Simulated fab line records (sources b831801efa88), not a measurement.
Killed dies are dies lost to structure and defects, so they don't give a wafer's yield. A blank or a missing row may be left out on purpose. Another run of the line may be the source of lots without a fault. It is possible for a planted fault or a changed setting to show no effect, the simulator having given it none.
Which tool was responsible?    flow gf180mcu    12 lots with 36 wafers sampled at 3 steps, on a route of 602 steps

WHAT EACH GAUGE READ, for each wafer
GF_M2_CD_MEAS_14 targets a cd of 280 nm. Usual: cdNm 280.3 nm, standard deviation 1.5.
lot   measured      on        cdNm (nm)          flag
L998  day 19 02:36  cdSem-02  281.7 280.4 280.3  
L999  day 19 07:29  cdSem-01  279.0 276.6 277.9  
L105  day 21 23:03  cdSem-01  279.2 278.8 279.3  
L106  day 22 10:07  cdSem-01  281.6 282.8 282.0  
L108  day 23 04:38  cdSem-02  279.7 279.1 279.9  
L109  day 23 09:37  cdSem-02  281.1 281.8 280.9  
L110  day 23 15:17  cdSem-01  279.4 278.9 278.8  
L111  day 24 04:53  cdSem-02  282.0 280.1 281.8  
L112  day 24 07:52  cdSem-01  278.4 280.0 279.3  
L116  day 25 11:49  cdSem-01  282.0 281.1 281.7  
L119  day 26 14:38  cdSem-02  282.5 281.9 280.6  
L120  day 26 20:31  cdSem-01  279.6 281.7 281.3  

TOOL THAT RAN EACH LOT (tool first, then ch and the chambers of the sampled wafers, then the start)
lot   GF_M2_SPUTTER_03             GF_M2_SPUTTER_04
L998  pvdSputter-01, day 18 02:07  pvdSputter-01, day 18 02:08
L999  pvdSputter-02, day 18 07:27  pvdSputter-02, day 18 07:28
L105  pvdSputter-02, day 20 23:26  pvdSputter-02, day 20 23:28
L106  pvdSputter-02, day 21 10:36  pvdSputter-02, day 21 10:37
L108  pvdSputter-01, day 22 05:08  pvdSputter-01, day 22 05:10
L109  pvdSputter-01, day 22 10:31  pvdSputter-01, day 22 10:32
L110  pvdSputter-02, day 22 16:34  pvdSputter-02, day 22 16:35
L111  pvdSputter-01, day 23 06:27  pvdSputter-01, day 23 06:28
L112  pvdSputter-01, day 23 09:17  pvdSputter-01, day 23 09:19
L116  pvdSputter-04, day 24 14:53  pvdSputter-04, day 24 14:54
L119  pvdSputter-04, day 25 17:14  pvdSputter-04, day 25 17:16
L120  pvdSputter-04, day 25 23:43  pvdSputter-04, day 25 23:44
- GF_M2_SPUTTER_03: material Ti, target thk 10 nm, time 6.7 s.
- GF_M2_SPUTTER_04: material TiN, target thk 50 nm, time 41.7 s.

AS READ BY THE TOOLS THEMSELVES (means over the sampled wafers that have a number; for cases with no such wafer, the mark the record gives instead)
GF_M2_SPUTTER_03. Usual: cathodeDcPowerW 2999.9 W, standard deviation 0.5; chamberPressurePa 0.3000 Pa, standard deviation 0.00066; substrateTempC 300.04 C, standard deviation 0.22; throttleValvePct 29.6 %, standard deviation 0.89.
lot   tool           cathodeDcPowerW (W)  chamberPressurePa (Pa)  substrateTempC (C)  throttleValvePct (%)  flag
L998  pvdSputter-01  3000.1               0.3001                  300.08              29.8                  
L999  pvdSputter-02  2999.7               0.2999                  300.04              29.6                  
L105  pvdSputter-02  2999.8               0.2998                  299.87              29.4                  
L106  pvdSputter-02  3000.2               0.3001                  300.12              29.1                  
L108  pvdSputter-01  3000.1               0.3000                  299.98              29.2                  
L109  pvdSputter-01  2999.9               0.3005                  300.01              29.7                  
L110  pvdSputter-02  2999.9               0.3000                  300.13              28.6                  
L111  pvdSputter-01  3000.2               0.2999                  299.97              29.3                  
L112  pvdSputter-01  2999.7               0.3002                  300.14              29.3                  
L116  pvdSputter-04  3000.1               0.2998                  300.14              30.0                  
L119  pvdSputter-04  2999.6               0.3005                  299.97              30.8                  
L120  pvdSputter-04  2999.8               0.3001                  300.08              30.7                  

GF_M2_SPUTTER_04. Usual: cathodeDcPowerW 6500.2 W, standard deviation 1.1; chamberPressurePa 0.3999 Pa, standard deviation 0.00075; throttleValvePct 29.7 %, standard deviation 0.87.
lot   tool           cathodeDcPowerW (W)  chamberPressurePa (Pa)  throttleValvePct (%)  flag
L998  pvdSputter-01  6500.4               0.3996                  29.8                  
L999  pvdSputter-02  6501.6               0.3999                  29.7                  
L105  pvdSputter-02  6500.5               0.3995                  29.5                  
L106  pvdSputter-02  6499.9               0.3995                  29.0                  
L108  pvdSputter-01  6500.6               0.3994                  29.4                  
L109  pvdSputter-01  6500.0               0.4001                  29.7                  
L110  pvdSputter-02  6501.1               0.3996                  28.8                  
L111  pvdSputter-01  6501.3               0.4005                  29.3                  
L112  pvdSputter-01  6501.7               0.4001                  29.2                  
L116  pvdSputter-04  6499.2               0.4003                  30.0                  
L119  pvdSputter-04  6499.9               0.4006                  30.6                  
L120  pvdSputter-04  6500.0               0.4000                  30.7                  

THE ANSWER, worked out from the rows above alone
Rule: take the mean of a lot's wafers that have a number; if it is more than 3 standard deviations from the usual mean, the lot is off. A lot without any number at a reading at which 4 lots or more have one is off too. The other lots that the step has rows for count as sound. After the gauges, taken in route order, come the tools' own readings; for these a lot's mean is taken, as printed above. The first step at which some lot is off is used, and at that step the reading that is off furthest; a lot without a number counts as furthest.
No lot is off at any reading shown: from this, nothing can be told.

WHAT THE SIMULATOR HAD INSERTED
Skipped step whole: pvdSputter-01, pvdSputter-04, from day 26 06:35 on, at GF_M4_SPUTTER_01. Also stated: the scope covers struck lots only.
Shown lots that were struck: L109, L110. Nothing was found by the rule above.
